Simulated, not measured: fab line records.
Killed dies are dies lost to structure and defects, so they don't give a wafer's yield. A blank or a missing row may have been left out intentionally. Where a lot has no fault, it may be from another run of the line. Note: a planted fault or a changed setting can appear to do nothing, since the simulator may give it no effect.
The tool behind it: which one? / flow sky130 / 6 lots, 18 wafers sampled, at 2 steps of a route of 708

## WHAT EACH GAUGE READ, for each wafer
SKY_CONTACT_CD_MEAS_14 targets a cd of 170 nm.
lot=L326; measured=day 31 08:04; on=cd-sem-02; cd-nm (nm)=169.4 169.3 168.9
lot=L330; measured=day 33 02:46; on=cd-sem-01; cd-nm (nm)=169.7 170.1 168.7
lot=L331; measured=day 33 14:28; on=cd-sem-02; cd-nm (nm)=169.1 168.5 168.9
lot=L335; measured=day 34 12:16; on=cd-sem-01; cd-nm (nm)=170.0 169.9 168.8
lot=L343; measured=day 36 18:18; on=cd-sem-01; cd-nm (nm)=170.5 169.6 169.5
lot=L348; measured=day 38 14:21; on=cd-sem-01; cd-nm (nm)=169.1 168.9 169.5

## EACH LOT AND THE TOOL THAT RAN IT (in order: tool; ch and the chambers of the sampled wafers; start)
lot=L326; SKY_CONTACT_CMP_04=cmp-02 ch 2,3, day 30 03:52
lot=L330; SKY_CONTACT_CMP_04=cmp-02 ch 1,3, day 31 23:28
lot=L331; SKY_CONTACT_CMP_04=cmp-01 ch 0,1,3, day 32 11:35
lot=L335; SKY_CONTACT_CMP_04=cmp-02 ch 2,3, day 33 09:26
lot=L343; SKY_CONTACT_CMP_04=cmp-01 ch 0,1,3, day 35 15:53
lot=L348; SKY_CONTACT_CMP_04=cmp-01 ch 0,1,2, day 37 12:56
- SKY_CONTACT_CMP_04: polishes SiO2.

## THE ANSWER, worked out from the rows above alone
Rule: the lots themselves supply what counts as usual. Put in order of their means at a reading, lots are off if they are a third of the lots or fewer, leave a main group of 4 or more, and stand apart from it by a gap of 3 or more times the standard deviation of the main group's means; of several such gaps the widest counts. A main group whose means are all the same, to the digits that the tables above print for the reading, isn't used. Also off: a lot with no number at a reading for which 4 or more lots have one. Any other lot the step has rows for is counted as sound.
No lot is off on any of the readings shown, so nothing can be concluded from this.

## WHAT HAD BEEN PUT IN BY THE SIMULATOR
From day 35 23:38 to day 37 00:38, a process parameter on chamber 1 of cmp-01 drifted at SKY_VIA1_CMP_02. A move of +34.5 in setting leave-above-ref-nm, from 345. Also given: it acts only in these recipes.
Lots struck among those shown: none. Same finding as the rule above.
